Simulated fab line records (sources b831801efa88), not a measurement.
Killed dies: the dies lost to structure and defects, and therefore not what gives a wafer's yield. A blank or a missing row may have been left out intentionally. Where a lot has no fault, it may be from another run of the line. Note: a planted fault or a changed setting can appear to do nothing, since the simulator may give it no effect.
A lot that was struck, set against a sound lot / flow gf180mcu / 17 out of 602 route steps
Sound: these wafers, L822.3, L822.5, L822.6. Wafers struck: L829.2, L829.3, L829.4. The cause comes at the end.
At each step with rows: each side's tool, then ch and its chambers, then its first start. Under that, the readings that differ: sound wafers / struck wafers / difference of the means / sigmas: that difference in standard deviations of wafers without a fault.
alike: readings whose means differ by less than 2 such deviations, and words and numbers that are the same on both sides. not compared: withheld readings, readings that some wafer has no value for, bounds like >300 that may hide the same value, and numbers for which the record gives no deviation and whose values overlap.
A row with sigmas, a row that says differs or no value, or rows on one side alone: a step with any of these is where the two part. When numbers do not overlap yet have no deviation, they are printed without sigmas and do not part them. A reading missing from all wafers of one side parts the sides only when that side holds two or more wafers.

GF_V4_CMP_04: polishes SiO2.
  sound on cmp-02 ch 0,2,3, day 27 15:13; struck on cmp-02 ch 0,2,3, day 29 13:11
  alike: motor_current_A, time_to_endpoint_s
GF_V4_BOW_MEAS_05:
  sound on film_metro-04, day 27 15:24; struck on film_metro-01, day 29 13:30
  alike: V4_BOW
then, 8 steps without rows for these wafers: GF_V4_DEHYDRATE_06 (time 60 s); GF_V4_HMDS_07 (prime time 60 s); GF_V4_COAT_08; GF_V4_COAT_09 (resist thk 1000 nm); GF_V4_SOFTBAKE_10 (time 60 s); GF_V4_EXPOSE_11 (exposes mask Via4, target cd 260 nm); GF_V4_PEB_12 (peb time 90 s); GF_V4_DEVELOP_13 (develop time 60 s).
GF_V4_CD_MEAS_14: target cd 260 nm.
  sound on cd_sem-02, day 28 11:08; struck on cd_sem-01, day 30 08:05
  alike: cd_nm
GF_V4_OVL_MEAS_15:
  sound on overlay-02, day 28 11:13; struck on overlay-01, day 30 08:12
reading=V4_OVL (nm); sound=-5 -8 -12; struck=5 10 7; difference=+16; sigmas=+3
GF_V4_ETCH_16: etches BARC in N2/H2.
  sound on rie_diel-01 ch 0,3, day 28 11:16; struck on rie_diel-02 ch 0,2, day 30 08:14
  no value came back on the struck wafers for any of 5 readings (bias_w (W), chamber_pressure_mTorr (mTorr) and others); on the sound wafers bias_w (W) reads 99.8 99.6 99.7
GF_V4_ETCH_17: etches SiO2 in C4F8/O2/Ar, stops on TiN, target depth 630 nm.
  sound on rie_diel-01 ch 0,3; struck on rie_diel-02 ch 0,2
reading=oes_product_au (a.u.); sound=0.865 0.850 0.868; struck=0.384 0.372 0.372; difference=-0.485; sigmas=-99 or more
  alike: bias_w, chamber_pressure_mTorr
GF_V4_STRIP_18: strips in O2/N2.
  sound on plasma_asher-02 ch 0,1, day 28 11:28; struck on plasma_asher-03 ch 0,1, day 30 08:22
reading=oes_product_au (a.u.); sound=0.597 0.590 0.589; struck=0.611 0.613 0.621; difference=+0.023; sigmas=+6
  alike: chamber_pressure_mTorr, drypump_motor_current_A, heater_power_w
  not compared: rf_hours_counter_h
then, 1 step without rows for these wafers: GF_V4_STRIP_19 (strips in post etch residue remover, time 1200 s).
-- the record jumps here: 4 days lie between the struck wafers' starts before and after (it left off in module V4 and takes up again in module PASSIVATION, whose first step shown is number 602 of the route) --
GF_PASSIVATION_PROBE_99:
  only the struck wafers here have rows in the record (prober-02, day 34 04:31); the sound ones have none

## WHERE THEY PART
Earliest at GF_V4_OVL_MEAS_15; latest, in this record, at GF_PASSIVATION_PROBE_99.

WHY: whatever the simulator had introduced
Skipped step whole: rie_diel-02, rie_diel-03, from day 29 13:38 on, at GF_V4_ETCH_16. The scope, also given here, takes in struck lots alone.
